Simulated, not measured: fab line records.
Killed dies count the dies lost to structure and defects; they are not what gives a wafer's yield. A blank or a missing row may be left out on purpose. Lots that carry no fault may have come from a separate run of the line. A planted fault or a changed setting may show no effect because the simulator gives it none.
fab line records	flow gf180mcu
record lots=7	wafers=21	last-day=34
route steps=602 shown HV_LDD@225 NSD@235 PSD@248
lots that met no fault: from a run of the same line without faults
start-h: hours from the record's opening day to when the first of the lot's shown wafers began	wait-h: hours from the lot's prior step to this one	" identical to the entry in the row above	L1.1+2: several wafers, shown together as one row	- either no value or no given start	* or withheld: withheld	< > ~ a bound
route shown NAME@n: names a module that has steps shown in the file, with the first one's number in the route	usual: mean/standard deviation taken from wafers without a fault	same: alike in all rows	chamber/n: place in a boat	sites: each site's reading	_std_site: standard deviation of those values	_edge_site: the outer-site mean with the inner-site mean subtracted	radius-mm: for every site, how far away it sits from the centre of the wafer	mask NAME#n: copy n	behind: the tool/chamber that last shaped the wafer	hold: why the lot was held/for how many hours/how that ended	device: which transistor (n, p or np) failed to switch	end of line: tests of these same wafers at the route's end	a step with no rows: only its recipe	killed: not the wafer's yield, but the dies lost to structure and defects at the first sort	map: the dies of a wafer, with x for killed, . for not killed, _ for no die there
set.NAME: the run value of the setting; set.NAME@STEP: its run value at that earlier step	model.NAME: the simulator's own value behind a step, which no gauge read
lots seen at some steps along the route; tables by step, rows by wafer
services: when a tool's chamber went out of use (start-h, in hours from the record's first day, below 0 if earlier), for how many hours, and the reason
## steps
# step GF_HV_LDD_STRIP_49
# recipe chemistry=O2/N2	power-w=1400	pressure-mtorr=1500	platen-temp-c=250	o2-flow-sccm=3000	n2-flow-sccm=300	overash-fraction=0.5
# usual drypump-motor-current-A=5.3/0.46	heater-power-w=323/16	oes-product-au=0.716/0.0047	strip-time-to-endpoint-s=12.65/0.038
lot.wafer	tool	chamber	start-h	wait-h	drypump-motor-current-A	heater-power-w	oes-product-au	rf-hours-counter-h	strip-time-to-endpoint-s
L392.2	plasma-asher-02	1	269.05	0.1	6.0	324	0.709	64	12.70
L392.3	"	0	"	"	6.3	303	0.710	-	12.63
L392.4	"	1	"	"	6.0	329	0.711	-	12.64
L394.3	plasma-asher-01	1	290.68	0.1	5.6	308	0.714	-	12.68
L394.4	"	0	"	"	4.7	339	0.718	-	12.61
L394.6	"	1	"	"	5.6	311	0.714	-	12.59
L401.4	plasma-asher-04	0	344.58	0.1	5.0	337	0.719	-	12.68
L401.5	"	1	"	"	5.3	307	0.721	-	12.67
L401.6	"	0	"	"	5.0	347	0.715	-	12.67
L402.2	plasma-asher-01	1	354.61	0.1	5.6	319	0.711	47	12.67
L402.4	"	0	"	"	4.7	336	0.708	-	12.64
L402.6	"	1	"	"	5.6	310	0.721	-	12.67
L403.2	plasma-asher-04	1	356.20	0.1	5.3	309	0.715	84	12.66
L403.4	"	1	"	"	5.3	311	0.717	-	12.65
L403.6	"	0	"	"	4.9	341	0.719	-	12.65
L408.1	plasma-asher-01	1	402.20	0.1	5.6	312	0.713	52	12.65
L408.2	"	0	"	"	4.7	342	0.713	52	12.63
L408.4	"	1	"	"	5.6	312	0.718	-	12.64
L415.2	plasma-asher-04	0	460.90	0.1	5.0	334	0.704	3	12.61
L415.4	"	1	"	"	5.3	307	0.717	-	12.67
L415.6	"	0	"	"	4.9	344	0.717	-	12.70
# step GF_HV_LDD_TW_MEAS_50
# usual HV_LDD_4_TW=567/7.2
lot.wafer	tool	chamber	start-h	wait-h	HV_LDD_4_TW
L392.2	film-metro-04	-	269.16	0.1	563
L392.3	"	-	"	"	566
L392.4	"	-	"	"	566
L394.3	film-metro-02	-	290.77	0.1	584
L394.4	"	-	"	"	582
L394.6	"	-	"	"	584
L401.4	film-metro-01	-	344.68	0.1	566
L401.5	"	-	"	"	562
L401.6	"	-	"	"	562
L402.2	film-metro-01	-	354.72	0.1	564
L402.4	"	-	"	"	563
L402.6	"	-	"	"	565
L403.2	film-metro-04	-	356.31	0.1	565
L403.4	"	-	"	"	565
L403.6	"	-	"	"	569
L408.1	film-metro-04	-	402.30	0.1	568
L408.2	"	-	"	"	568
L408.4	"	-	"	"	566
L415.2	film-metro-01	-	461.01	0.1	565
L415.4	"	-	"	"	563
L415.6	"	-	"	"	565
# step GF_HV_LDD_CLEAN_51
# recipe chemistry=SC1/SC2	mix=1:4:20	temp-c=70	time-s=150	dry=n2-spin
# step GF_HV_LDD_RTA_52
# recipe temp-c=1000	time-s=10	ambient=N2
# usual lamp-power-pct=32.2/0.93	wafer_temp_C_max=1006/3
lot.wafer	tool	chamber	start-h	wait-h	lamp-power-pct	wafer_temp_C_max
L392.2	rtp-anneal-01	0	269.27	0.0	33.2	1009
L392.3	"	0	"	"	33.1	1007
L392.4	"	0	"	"	33.2	1007
L394.3	rtp-anneal-02	0	290.88	0.0	31.3	1004
L394.4	"	0	"	"	31.3	1003
L394.6	"	0	"	"	31.3	1003
L401.4	rtp-anneal-02	0	344.79	0.0	31.3	1002
L401.5	"	0	"	"	31.3	1002
L401.6	"	0	"	"	31.3	1002
L402.2	rtp-anneal-01	0	354.83	0.0	33.1	1007
L402.4	"	0	"	"	33.2	1011
L402.6	"	0	"	"	33.2	1008
L403.2	rtp-anneal-02	0	356.42	0.0	31.3	1003
L403.4	"	0	"	"	31.3	1003
L403.6	"	0	"	"	31.3	1003
L408.1	rtp-anneal-02	0	402.41	0.0	31.3	1003
L408.2	"	0	"	"	31.3	1004
L408.4	"	0	"	"	31.3	1002
L415.2	rtp-anneal-01	0	461.19	0.0	33.1	1009
L415.4	"	0	"	"	33.2	1010
L415.6	"	0	"	"	33.2	1010
# step GF_HV_LDD_CVD_54
# recipe material=SiO2	target-thk-nm=10	precursor=TEOS	temp-c=680	time-s=75	pressure-mtorr=400
# step GF_HV_LDD_THK_MEAS_55
# recipe reads=SiO2_of_HV_LDD_CVD_54
# usual HV_LDD_CVD_54_THK=10.00/0.12
lot.wafer	tool	chamber	start-h	wait-h	HV_LDD_CVD_54_THK[nm]
L392.2	film-metro-02	-	270.48	0.0	9.95
L392.3	"	-	"	"	9.89
L392.4	"	-	"	"	9.99
L394.3	film-metro-01	-	292.09	0.0	9.96
L394.4	"	-	"	"	9.99
L394.6	"	-	"	"	10.01
L401.4	film-metro-04	-	346.00	0.0	9.96
L401.5	"	-	"	"	10.02
L401.6	"	-	"	"	10.01
L402.2	film-metro-01	-	356.54	0.0	10.07
L402.4	"	-	"	"	10.16
L402.6	"	-	"	"	10.11
L403.2	film-metro-04	-	358.14	0.0	10.05
L403.4	"	-	"	"	10.00
L403.6	"	-	"	"	10.08
L408.1	film-metro-02	-	403.61	0.0	9.96
L408.2	"	-	"	"	9.95
L408.4	"	-	"	"	9.83
L415.2	film-metro-04	-	462.40	0.0	9.95
L415.4	"	-	"	"	10.06
L415.6	"	-	"	"	10.09
# step GF_HV_LDD_CVD_56
# recipe material=Si3N4	precursor=DCS/NH3	target-thk-nm=90	temp-c=770	time-s=1543	pressure-mtorr=250
# step GF_HV_LDD_THK_MEAS_57
# recipe reads=Si3N4_of_HV_LDD_CVD_56
# usual HV_LDD_CVD_56_THK=90.1/0.8
lot.wafer	tool	chamber	start-h	wait-h	HV_LDD_CVD_56_THK[nm]
L392.2	film-metro-02	-	271.97	0.0	90.6
L392.3	"	-	"	"	90.2
L392.4	"	-	"	"	91.1
L394.3	film-metro-02	-	293.58	0.0	89.8
L394.4	"	-	"	"	89.9
L394.6	"	-	"	"	90.6
L401.4	film-metro-01	-	347.48	0.0	90.3
L401.5	"	-	"	"	90.3
L401.6	"	-	"	"	90.7
L402.2	film-metro-01	-	358.05	0.0	89.7
L402.4	"	-	"	"	88.9
L402.6	"	-	"	"	89.2
L403.2	film-metro-02	-	360.34	0.0	90.3
L403.4	"	-	"	"	90.5
L403.6	"	-	"	"	90.5
L408.1	film-metro-04	-	405.10	0.0	89.8
L408.2	"	-	"	"	89.0
L408.4	"	-	"	"	89.6
L415.2	film-metro-02	-	464.60	0.0	89.1
L415.4	"	-	"	"	88.6
L415.6	"	-	"	"	88.7
# step GF_HV_LDD_ETCHBACK_58
# recipe chemistry=CH3F/O2	target=Si3N4	stop-on=SiO2	source-w=400	bias-w=80	pressure-mtorr=25	ch3f-flow-sccm=40	O2_flow_sccm=30	time-s=100	target-depth-a=900
# usual bias-w=80.01/0.26	drypump-motor-current-A=5.7/0.52	oes-product-au=0.844/0.0068	throttle-valve-pct=10.562/0.0084
lot.wafer	tool	chamber	start-h	wait-h	bias-w	drypump-motor-current-A	oes-product-au	rf-hours-counter-h	throttle-valve-pct
L392.2	rie-diel-01	1	272.02	0.0	79.96	5.6	0.844	42	10.577
L392.3	"	3	"	"	80.25	6.0	0.854	68	10.553
L392.4	"	2	"	"	79.91	5.6	0.851	6	10.566
L394.3	rie-diel-04	2	293.65	0.1	79.94	6.2	0.836	-	10.565
L394.4	"	1	"	"	80.10	6.1	0.843	-	10.563
L394.6	"	2	"	"	79.84	6.2	0.848	-	10.566
L401.4	rie-diel-04	1	347.51	0.0	79.29	6.1	0.840	5	10.558
L401.5	"	2	"	"	79.86	6.2	0.852	-	10.568
L401.6	"	1	"	"	79.58	6.1	0.846	-	10.564
L402.2	rie-diel-03	1	358.10	0.0	80.09	6.1	0.839	10	10.564
L402.4	"	0	"	"	79.84	5.7	0.832	35	10.569
L402.6	"	3	"	"	80.09	6.4	0.840	-	10.554
L403.2	rie-diel-03	2	360.39	0.0	79.90	4.9	0.842	8	10.572
L403.4	"	3	"	"	79.97	6.4	0.842	1	10.563
L403.6	"	0	"	"	79.73	5.7	0.841	-	10.570
L408.1	rie-diel-03	2	405.16	0.1	79.86	4.8	0.843	9	10.568
L408.2	"	3	"	"	79.72	6.4	0.837	2	10.576
L408.4	"	1	"	"	80.12	6.1	0.839	11	10.554
L415.2	rie-diel-04	0	464.65	0.0	80.25	5.1	0.834	47	10.555
L415.4	"	1	"	"	80.27	6.1	0.838	8	10.538
L415.6	"	0	"	"	79.75	5.1	0.830	-	10.555
# step GF_NSD_DEHYDRATE_00
# recipe temp-c=200	time-s=60
# step GF_NSD_HMDS_01
# recipe prime-time-s=60	prime-temp-c=120
# step GF_NSD_COAT_02
# recipe resist=NOVOLAK	spin-rpm=3000	resist-thk-nm=1000
# usual chill-plate-temp-C=22.99/0.12	dispense-pressure-kPa=47.7/3	resist-line-temp-C=23.00/0.093
lot.wafer	tool	chamber	start-h	wait-h	chill-plate-temp-C	dispense-pressure-kPa	resist-line-temp-C
L392.2	litho-track-02	0	281.42	0.1	22.71	44.2	23.05
L392.3	"	0	"	"	22.91	44.2	22.99
L392.4	"	0	"	"	23.08	44.2	23.01
L394.3	litho-track-02	0	303.30	0.1	22.93	44.2	22.83
L394.4	"	0	"	"	22.99	44.2	22.91
L394.6	"	0	"	"	23.03	44.2	22.89
L401.4	litho-track-02	-	357.62	0.1	-	-	-
L401.5	"	-	"	"	-	-	-
L401.6	"	-	"	"	-	-	-
L402.2	litho-track-03	-	368.47	0.1	-	-	-
L402.4	"	-	"	"	-	-	-
L402.6	"	-	"	"	-	-	-
L403.2	litho-track-02	-	371.32	0.1	-	-	-
L403.4	"	-	"	"	-	-	-
L403.6	"	-	"	"	-	-	-
L408.1	litho-track-02	0	416.85	0.1	23.04	44.2	23.10
L408.2	"	0	"	"	23.13	44.2	23.13
L408.4	"	0	"	"	23.07	44.2	23.08
L415.2	litho-track-02	0	476.62	0.1	22.98	44.2	22.98
L415.4	"	0	"	"	22.87	44.2	22.93
L415.6	"	0	"	"	22.70	44.2	23.07
# step GF_NSD_SOFTBAKE_03
# recipe temp-c=90	time-s=60	resist=NOVOLAK
# step GF_NSD_EXPOSE_04
# recipe mask-id=Nplus	target-cd-nm=400	na=0.6	source-shape=conventional	sigma-outer=0.6	dose-mj=140
# step GF_NSD_PEB_05
# recipe temp-c=withheld	time-s=*	resist=NOVOLAK
# step GF_NSD_DEVELOP_06
# recipe develop-time-s=60	dev-temp-c=23
# step GF_NSD_CD_MEAS_07
# recipe target-cd-nm=400
# usual cd-nm=399.7/2.3
lot.wafer	tool	chamber	start-h	wait-h	cd-nm
L392.2	cd-sem-01	-	291.56	0.1	400.0
L392.3	"	-	"	"	398.6
L392.4	"	-	"	"	401.8
L394.3	cd-sem-01	-	313.74	0.1	404.6
L394.4	"	-	"	"	400.6
L394.6	"	-	"	"	404.0
L401.4	cd-sem-01	-	368.26	0.1	-
L401.5	"	-	"	"	-
L401.6	"	-	"	"	-
L402.2	cd-sem-02	-	380.02	0.1	-
L402.4	"	-	"	"	-
L402.6	"	-	"	"	-
L403.2	cd-sem-01	-	382.92	0.1	-
L403.4	"	-	"	"	-
L403.6	"	-	"	"	-
L408.1	cd-sem-02	-	428.84	0.1	398.6
L408.2	"	-	"	"	398.3
L408.4	"	-	"	"	399.4
L415.2	cd-sem-01	-	488.52	0.1	397.5
L415.4	"	-	"	"	398.5
L415.6	"	-	"	"	397.4
# step GF_NSD_OVL_MEAS_08
# usual NSD_OVL=-0.7/1.3
lot.wafer	tool	chamber	start-h	wait-h	NSD_OVL[nm]
L392.2	overlay-02	-	291.67	0.1	3.4
L392.3	"	-	"	"	2.4
L392.4	"	-	"	"	1.6
L394.3	overlay-02	-	313.83	0.1	-2.1
L394.4	"	-	"	"	-2.1
L394.6	"	-	"	"	-2.6
L401.4	overlay-01	-	368.34	0.1	-
L401.5	"	-	"	"	-
L401.6	"	-	"	"	-
L402.2	overlay-02	-	380.13	0.1	-
L402.4	"	-	"	"	-
L402.6	"	-	"	"	-
L403.2	overlay-01	-	383.03	0.1	-
L403.4	"	-	"	"	-
L403.6	"	-	"	"	-
L408.1	overlay-01	-	428.96	0.1	0.0
L408.2	"	-	"	"	-0.2
L408.4	"	-	"	"	-0.4
L415.2	overlay-02	-	488.62	0.1	-0.9
L415.4	"	-	"	"	-2.3
L415.6	"	-	"	"	-1.6
# step GF_NSD_IMPLANT_09
# recipe species=As	energy-kev=60	dose-cm2=4e+15	tilt-deg=7
# step GF_NSD_IMPLANT_10
# recipe species=P	energy-kev=40	dose-cm2=5e+14	tilt-deg=7
# step GF_NSD_STRIP_11
# recipe chemistry=O2/N2	power-w=1400	pressure-mtorr=1500	platen-temp-c=250	o2-flow-sccm=3000	n2-flow-sccm=300	overash-fraction=0.5
# usual drypump-motor-current-A=5.4/0.55	heater-power-w=330/29	oes-product-au=0.486/0.0041	strip-time-to-endpoint-s=22.94/0.038
lot.wafer	tool	chamber	start-h	wait-h	drypump-motor-current-A	heater-power-w	oes-product-au	rf-hours-counter-h	strip-time-to-endpoint-s
L392.2	plasma-asher-03	1	292.00	0.1	6.1	311	0.486	17	22.92
L392.3	"	0	"	"	6.4	397	0.491	-	22.96
L392.4	"	1	"	"	6.1	296	0.497	-	22.90
L394.3	plasma-asher-03	0	314.19	0.1	6.4	404	0.482	-	22.93
L394.4	"	1	"	"	6.0	301	0.482	-	22.97
L394.6	"	0	"	"	6.4	404	0.481	-	22.96
L401.4	plasma-asher-01	0	368.69	0.1	4.7	331	-	-	-
L401.5	"	0	"	"	4.7	339	-	-	-
L401.6	"	1	"	"	5.5	308	-	-	-
L402.2	plasma-asher-01	0	380.46	0.1	4.7	339	-	50	-
L402.4	"	1	"	"	5.6	310	-	-	-
L402.6	"	0	"	"	4.7	334	-	-	-
L403.2	plasma-asher-03	1	383.36	0.1	6.1	295	-	23	-
L403.4	"	0	"	"	6.4	398	-	-	-
L403.6	"	1	"	"	6.1	294	-	-	-
L408.1	plasma-asher-03	0	429.30	0.1	6.4	394	0.488	28	22.98
L408.2	"	1	"	"	6.0	300	0.491	28	22.93
L408.4	"	0	"	"	6.4	397	0.480	-	22.95
L415.2	plasma-asher-04	1	488.95	0.1	5.3	310	0.483	6	22.92
L415.4	"	1	"	"	5.3	308	0.479	-	22.94
L415.6	"	0	"	"	5.0	341	0.490	-	22.94
# step GF_NSD_TW_MEAS_12
# usual NSD_TW=4291/49
lot.wafer	tool	chamber	start-h	wait-h	NSD_TW
L392.2	film-metro-04	-	292.11	0.1	4183
L392.3	"	-	"	"	4211
L392.4	"	-	"	"	4196
L394.3	film-metro-02	-	314.27	0.1	4312
L394.4	"	-	"	"	4298
L394.6	"	-	"	"	4300
L401.4	film-metro-03	-	368.79	0.1	4343
L401.5	"	-	"	"	4338
L401.6	"	-	"	"	4346
L402.2	film-metro-03	-	380.57	0.1	4312
L402.4	"	-	"	"	4308
L402.6	"	-	"	"	4284
L403.2	film-metro-03	-	383.47	0.1	4348
L403.4	"	-	"	"	4339
L403.6	"	-	"	"	4327
L408.1	film-metro-02	-	429.40	0.1	4310
L408.2	"	-	"	"	4336
L408.4	"	-	"	"	4324
L415.2	film-metro-04	-	489.06	0.1	4195
L415.4	"	-	"	"	4210
L415.6	"	-	"	"	4199
# step GF_PSD_DEHYDRATE_00
# recipe temp-c=200	time-s=60
# step GF_PSD_HMDS_01
# recipe prime-time-s=60	prime-temp-c=120
# step GF_PSD_COAT_02
# recipe resist=NOVOLAK	spin-rpm=3000	resist-thk-nm=1000
# step GF_PSD_SOFTBAKE_03
# recipe temp-c=90	time-s=60	resist=NOVOLAK
# step GF_PSD_EXPOSE_04
# recipe mask-id=Pplus	target-cd-nm=400	na=0.6	source-shape=conventional	sigma-outer=0.6	dose-mj=140
# step GF_PSD_PEB_05
# recipe temp-c=withheld	time-s=*	resist=NOVOLAK
# step GF_PSD_DEVELOP_06
# recipe develop-time-s=60	dev-temp-c=23
# step GF_PSD_CD_MEAS_07
# recipe target-cd-nm=400
# usual cd-nm=399.8/2.7
lot.wafer	tool	chamber	start-h	wait-h	cd-nm
L392.2	cd-sem-01	-	312.22	0.1	401.9
L392.3	"	-	"	"	399.2
L392.4	"	-	"	"	400.0
L394.3	cd-sem-01	-	335.17	0.1	396.0
L394.4	"	-	"	"	400.9
L394.6	"	-	"	"	398.1
L401.4	cd-sem-01	-	391.11	0.1	398.7
L401.5	"	-	"	"	398.8
L401.6	"	-	"	"	399.3
L402.2	cd-sem-01	-	403.02	0.1	398.0
L402.4	"	-	"	"	399.9
L402.6	"	-	"	"	399.3
L403.2	cd-sem-02	-	405.87	0.1	396.5
L403.4	"	-	"	"	396.7
L403.6	"	-	"	"	397.7
L408.1	cd-sem-01	-	452.88	0.1	400.0
L408.2	"	-	"	"	405.0
L408.4	"	-	"	"	403.2
L415.2	cd-sem-01	-	512.57	0.1	398.0
L415.4	"	-	"	"	397.8
L415.6	"	-	"	"	399.4
# step GF_PSD_OVL_MEAS_08
# usual PSD_OVL=0.0/1.2
lot.wafer	tool	chamber	start-h	wait-h	PSD_OVL[nm]
L392.2	overlay-01	-	312.32	0.1	-0.4
L392.3	"	-	"	"	-0.4
L392.4	"	-	"	"	0.2
L394.3	overlay-01	-	335.26	0.1	-0.7
L394.4	"	-	"	"	-0.4
L394.6	"	-	"	"	-1.0
L401.4	overlay-01	-	391.19	0.1	0.6
L401.5	"	-	"	"	1.9
L401.6	"	-	"	"	1.2
L402.2	overlay-02	-	403.12	0.1	0.0
L402.4	"	-	"	"	-0.2
L402.6	"	-	"	"	2.0
L403.2	overlay-02	-	405.97	0.1	-2.5
L403.4	"	-	"	"	-1.9
L403.6	"	-	"	"	-2.3
L408.1	overlay-01	-	453.00	0.1	-1.5
L408.2	"	-	"	"	-0.3
L408.4	"	-	"	"	-0.3
L415.2	overlay-02	-	512.67	0.1	-0.1
L415.4	"	-	"	"	-0.4
L415.6	"	-	"	"	-1.2
# step GF_PSD_IMPLANT_09
# recipe species=BF2	energy-kev=40	dose-cm2=1.5e+15	tilt-deg=6.66
# step GF_PSD_STRIP_10
# recipe chemistry=O2/N2	power-w=1400	pressure-mtorr=1500	platen-temp-c=250	o2-flow-sccm=3000	n2-flow-sccm=300	overash-fraction=0.5
# usual drypump-motor-current-A=5.9/0.55	heater-power-w=331/37	oes-product-au=0.592/0.0042	strip-time-to-endpoint-s=16.53/0.039
lot.wafer	tool	chamber	start-h	wait-h	drypump-motor-current-A	heater-power-w	oes-product-au	rf-hours-counter-h	strip-time-to-endpoint-s
L392.2	plasma-asher-01	1	312.50	0.1	5.6	301	0.596	42	16.54
L392.3	"	0	"	"	4.7	337	0.591	-	16.51
L392.4	"	1	"	"	5.6	309	0.587	-	16.54
L394.3	plasma-asher-01	0	335.47	0.1	4.7	342	0.587	-	16.57
L394.4	"	1	"	"	5.5	312	0.594	-	16.56
L394.6	"	1	"	"	5.6	313	0.594	-	16.57
L401.4	plasma-asher-03	1	391.39	0.1	6.1	303	0.594	-	16.57
L401.5	"	0	"	"	6.4	399	0.586	-	16.56
L401.6	"	1	"	"	6.0	299	0.586	-	16.56
L402.2	plasma-asher-03	0	403.30	0.1	6.5	403	0.587	25	16.51
L402.4	"	1	"	"	6.1	303	0.590	-	16.53
L402.6	"	1	"	"	6.1	296	0.585	-	16.52
L403.2	plasma-asher-02	0	406.15	0.1	6.3	310	0.592	79	16.51
L403.4	"	1	"	"	6.0	319	0.595	-	16.53
L403.6	"	0	"	"	6.3	306	0.594	-	16.52
L408.1	plasma-asher-03	1	453.19	0.1	6.1	299	0.596	31	16.47
L408.2	"	0	"	"	6.4	398	0.593	31	16.48
L408.4	"	1	"	"	6.1	303	0.595	-	16.50
L415.2	plasma-asher-03	1	512.85	0.1	6.0	297	0.596	37	16.49
L415.4	"	0	"	"	6.4	388	0.588	-	16.49
L415.6	"	0	"	"	6.5	397	0.593	-	16.55
# step GF_PSD_TW_MEAS_11
# usual PSD_TW=3195/42
lot.wafer	tool	chamber	start-h	wait-h	PSD_TW
L392.2	film-metro-04	-	312.61	0.1	3135
L392.3	"	-	"	"	3149
L392.4	"	-	"	"	3124
L394.3	film-metro-03	-	335.56	0.1	3221
L394.4	"	-	"	"	3228
L394.6	"	-	"	"	3238
L401.4	film-metro-04	-	391.49	0.1	4227
L401.5	"	-	"	"	4234
L401.6	"	-	"	"	4220
L402.2	film-metro-04	-	403.41	0.1	4197
L402.4	"	-	"	"	4188
L402.6	"	-	"	"	4210
L403.2	film-metro-04	-	406.26	0.1	4254
L403.4	"	-	"	"	4223
L403.6	"	-	"	"	4223
L408.1	film-metro-03	-	453.29	0.1	3227
L408.2	"	-	"	"	3226
L408.4	"	-	"	"	3223
L415.2	film-metro-04	-	512.96	0.1	3170
L415.4	"	-	"	"	3190
L415.6	"	-	"	"	3153
# step GF_PSD_CLEAN_12
# recipe chemistry=SC1/SC2	mix=1:4:20	temp-c=70	time-s=150	dry=n2-spin
## services
tool	chamber	start-h	hours	kind
rie-diel-01	1	249.97	2.3	repair
rie-diel-04	0	290.44	10.0	repair
rie-diel-04	3	292.48	7.0	repair
rie-diel-04	3	302.76	2.4	repair
rie-diel-04	2	305.06	2.4	repair
rie-diel-03	-	311.01	2.8	pm
plasma-asher-03	-	338.24	14.6	pm
plasma-asher-01	-	343.54	1.2	repair
plasma-asher-03	-	356.02	13.2	repair
rie-diel-04	-	361.30	0.7	repair
plasma-asher-02	-	368.52	1.5	repair
plasma-asher-04	-	421.25	9.0	pm
plasma-asher-04	0	421.25	9.0	vent-cycle
plasma-asher-04	1	421.25	9.0	vent-cycle
rie-diel-04	-	425.42	14.6	pm
rie-diel-03	3	427.50	4.2	repair
plasma-asher-04	0	430.25	-	clean
plasma-asher-01	-	467.11	0.8	repair
rtp-anneal-02	-	471.69	3.9	pm
rie-diel-04	-	473.70	2.1	repair
rie-diel-04	-	488.37	1.2	repair
rie-diel-03	-	506.17	0.4	repair
rie-diel-04	2	506.78	10.9	repair
rie-diel-03	2	508.69	7.9	repair
## key
first-sign step=GF_NSD_COAT_02	reading=tool-record	direction=missing
effect step=GF_NSD_CD_MEAS_07	reading=cd-nm	direction=missing
effect step=GF_NSD_OVL_MEAS_08	reading=NSD_OVL	direction=missing
effect step=GF_PSD_TW_MEAS_11	reading=PSD_TW	direction=up	sigmas=25	usual=3195	struck=4220
met-at GF_NSD_COAT_02
struck-wafers L401.4,L401.5,L401.6,L402.2,L402.4,L402.6,L403.2,L403.4,L403.6
sort-left-out L401.4,L401.5,L401.6,L402.2,L402.4,L402.6,L403.2,L403.4,L403.6
tester-left-out L401,L402,L403
onset-between 303.30 357.62
fault kind=skipped-step-whole	tool=litho-track-02,litho-track-03	chamber=-	onset-h=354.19	steps=GF_NSD_COAT_02	scope=struck-lots-only
# tester-left-out: of these lots the tester's yield and bins aren't shown, on N5 and GAA mostly nor the transistor test; their killed dies are dies lost to structure and defects alone, not to doping, threshold or leakage, so they don't give the yield
# sort-left-out: the simulated sort isn't trusted on such a fault, so these wafers' sort isn't shown, and their yield isn't known
